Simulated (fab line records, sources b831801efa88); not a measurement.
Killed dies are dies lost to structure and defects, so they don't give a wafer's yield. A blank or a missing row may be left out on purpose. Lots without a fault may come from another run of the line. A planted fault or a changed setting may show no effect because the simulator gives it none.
Which tool did it? | flow gf180mcu | 13 lots, 39 wafers sampled, at 6 steps of a route of 602

WHAT THE GAUGES READ, wafer by wafer
GF_V1_THK_MEAS_01.
lot  | measured     | on            | V1_CVD_00_THK (nm)
L307 | day 16 20:20 | film_metro-02 | 595 603 594
L308 | day 17 02:20 | film_metro-03 | 591 592 603
L309 | day 17 12:10 | film_metro-04 | 607 598 604
L310 | day 18 22:02 | film_metro-02 | 593 596 595
L312 | day 19 12:42 | film_metro-02 | 599 603 607
L313 | day 20 02:34 | film_metro-03 | 596 596 589
L314 | day 20 16:19 | film_metro-03 | 603 603 597
L316 | day 21 08:00 | film_metro-02 | 600 596 584
L325 | day 23 17:52 | film_metro-04 | 598 589 604
L326 | day 24 01:59 | film_metro-04 | 600 600 597
L327 | day 24 11:13 | film_metro-02 | 600 591 602
L328 | day 24 13:11 | film_metro-02 | 602 604 605
L329 | day 24 21:39 | film_metro-02 | 604 599 600

GF_M2_RS_MEAS_05: measures by four-point-probe.
lot  | measured     | on            | M2_ALCU_RS (ohm/sq)
L307 | day 17 21:35 | film_metro-01 | 0.0691 0.0693 0.0689
L308 | day 18 03:41 | film_metro-01 | 0.0678 0.0687 0.0683
L309 | day 18 13:31 | film_metro-02 | 0.0702 0.0687 0.0697
L310 | day 20 00:34 | film_metro-03 | 0.0689 0.0700 0.0687
L312 | day 20 14:58 | film_metro-02 | 0.0687 0.0699 0.0699
L313 | day 21 04:56 | film_metro-02 | 0.0682 0.0686 0.0680
L314 | day 21 18:44 | film_metro-01 | 0.0417 0.0680 0.0689
L316 | day 22 09:59 | film_metro-02 | 0.0420 0.0692 0.0424
L325 | day 24 18:46 | film_metro-03 | 0.0678 0.0690 0.0687
L326 | day 25 02:37 | film_metro-03 | 0.0690 0.0693 0.0693
L327 | day 25 11:29 | film_metro-03 | 0.0685 0.0685 0.0681
L328 | day 25 12:28 | film_metro-03 | 0.0696 0.0686 0.0695
L329 | day 25 21:19 | film_metro-03 | 0.0686 0.0687 0.0681

GF_M2_THK_MEAS_06: measures by xrf.
lot  | measured     | on            | M2_ALCU_THK (nm)
L307 | day 17 21:41 | film_metro-01 | 452 449 452
L308 | day 18 03:46 | film_metro-01 | 462 454 457
L309 | day 18 13:37 | film_metro-02 | 445 450 445
L310 | day 20 00:39 | film_metro-03 | 452 448 453
L312 | day 20 15:05 | film_metro-02 | 456 446 445
L313 | day 21 05:04 | film_metro-02 | 455 452 458
L314 | day 21 18:52 | film_metro-01 | 747 461 455
L316 | day 22 10:05 | film_metro-02 | 739 450 730
L325 | day 24 18:53 | film_metro-03 | 460 450 451
L326 | day 25 02:43 | film_metro-03 | 453 454 454
L327 | day 25 11:36 | film_metro-03 | 456 458 463
L328 | day 25 12:35 | film_metro-03 | 450 457 451
L329 | day 25 21:25 | film_metro-03 | 455 457 458

GF_M2_OVL_MEAS_15.
lot  | measured     | on         | M2_OVL (nm)
L307 | day 18 21:57 | overlay-01 | -3 -9 -2
L308 | day 19 03:00 | overlay-02 | -11 -6 -8
L309 | day 19 12:38 | overlay-01 | 3 3 3
L310 | day 21 00:26 | overlay-01 | -5 2 -3
L312 | day 21 14:32 | overlay-02 | 1 1 0
L313 | day 22 05:02 | overlay-01 | -8 -9 -12
L314 | day 22 18:26 | overlay-01 | -4 -11 -4
L316 | day 23 09:14 | overlay-02 | -1 3 1
L325 | day 25 15:58 | overlay-01 | -14 2 -7
L326 | day 25 23:00 | overlay-02 | -1 0 -2
L327 | day 26 08:32 | overlay-02 | 3 4 5
L328 | day 26 09:14 | overlay-01 | -9 -8 -6
L329 | day 26 17:52 | overlay-01 | -4 2 -1

WHICH TOOL RAN EACH LOT (tool, then ch and the chambers of the sampled wafers, then the start)
lot  | GF_M1_SPUTTER_01             | GF_M2_SPUTTER_02
L307 | pvd_sputter-03, day 15 20:46 | pvd_sputter-03, day 17 21:26
L308 | pvd_sputter-03, day 16 02:39 | pvd_sputter-03, day 18 03:32
L309 | pvd_sputter-03, day 16 12:03 | pvd_sputter-01, day 18 13:23
L310 | pvd_sputter-03, day 17 20:45 | pvd_sputter-03, day 20 00:25
L312 | pvd_sputter-01, day 18 12:01 | pvd_sputter-03, day 20 14:52
L313 | pvd_sputter-03, day 19 01:18 | pvd_sputter-01, day 21 04:51
L314 | pvd_sputter-02, day 19 15:06 | pvd_sputter-03, day 21 18:39
L316 | pvd_sputter-01, day 20 03:51 | pvd_sputter-03, day 22 09:51
L325 | pvd_sputter-03, day 22 18:02 | pvd_sputter-04, day 24 18:40
L326 | pvd_sputter-01, day 23 03:06 | pvd_sputter-04, day 25 02:28
L327 | pvd_sputter-01, day 23 12:20 | pvd_sputter-03, day 25 11:23
L328 | pvd_sputter-01, day 23 13:21 | pvd_sputter-03, day 25 12:23
L329 | pvd_sputter-03, day 23 22:55 | pvd_sputter-04, day 25 21:12
- GF_M1_SPUTTER_01: material TiN, target thk 30 nm, time 25 s.
- GF_M2_SPUTTER_02: material AlCu, target thk 450 nm, time 23.9 s.

WHAT THE TOOLS THEMSELVES READ (means of the sampled wafers that have a number; where no wafer has one, the mark that the record gives instead)
GF_M1_SPUTTER_01.
lot  | tool           | throttle_valve_pct (%)
L307 | pvd_sputter-03 | 29.9
L308 | pvd_sputter-03 | 29.8
L309 | pvd_sputter-03 | 30.1
L310 | pvd_sputter-03 | 29.4
L312 | pvd_sputter-01 | 31.0
L313 | pvd_sputter-03 | 30.0
L314 | pvd_sputter-02 | 29.8
L316 | pvd_sputter-01 | 30.9
L325 | pvd_sputter-03 | 30.1
L326 | pvd_sputter-01 | 30.0
L327 | pvd_sputter-01 | 30.1
L328 | pvd_sputter-01 | 30.1
L329 | pvd_sputter-03 | 29.3

GF_M2_SPUTTER_02.
lot  | tool           | throttle_valve_pct (%)
L307 | pvd_sputter-03 | 30.1
L308 | pvd_sputter-03 | 30.0
L309 | pvd_sputter-01 | 30.7
L310 | pvd_sputter-03 | 29.9
L312 | pvd_sputter-03 | 30.3
L313 | pvd_sputter-01 | 30.9
L314 | pvd_sputter-03 | 29.9
L316 | pvd_sputter-03 | 30.1
L325 | pvd_sputter-04 | 28.9
L326 | pvd_sputter-04 | 29.7
L327 | pvd_sputter-03 | 30.1
L328 | pvd_sputter-03 | 30.0
L329 | pvd_sputter-04 | 29.0

THE ANSWER, worked out from the rows above alone
Rule: what is usual is taken from the lots themselves. Put in order of their means at a reading, lots are off if they are a third of the lots or fewer, leave a main group of 4 or more, and stand apart from it by a gap of 3 or more times the standard deviation of the main group's means; of several such gaps the widest counts. A main group whose means are all the same, to the digits that the tables above print for the reading, isn't used. A lot without any number at a reading at which 4 lots or more have one is off too. The other lots that the step has rows for count as sound. The gauges are gone through in route order, then the tools' own readings, and for those a lot's mean is taken as printed above. The first step at which some lot is off is used, and at that step the reading that is off furthest; a lot without a number counts as furthest.
Off: L314, L316, at GF_M2_RS_MEAS_05 (M2_ALCU_RS). The main group: mean 0.0689 ohm/sq, standard deviation 0.00048.
A tool fits if, at a process step before that reading, it ran every lot that is off, and no sound lot after the first of them. The gauges at GF_M2_RS_MEAS_05 are tried like those tools. None of those tried fits.

WHAT THE SIMULATOR HAD PUT IN
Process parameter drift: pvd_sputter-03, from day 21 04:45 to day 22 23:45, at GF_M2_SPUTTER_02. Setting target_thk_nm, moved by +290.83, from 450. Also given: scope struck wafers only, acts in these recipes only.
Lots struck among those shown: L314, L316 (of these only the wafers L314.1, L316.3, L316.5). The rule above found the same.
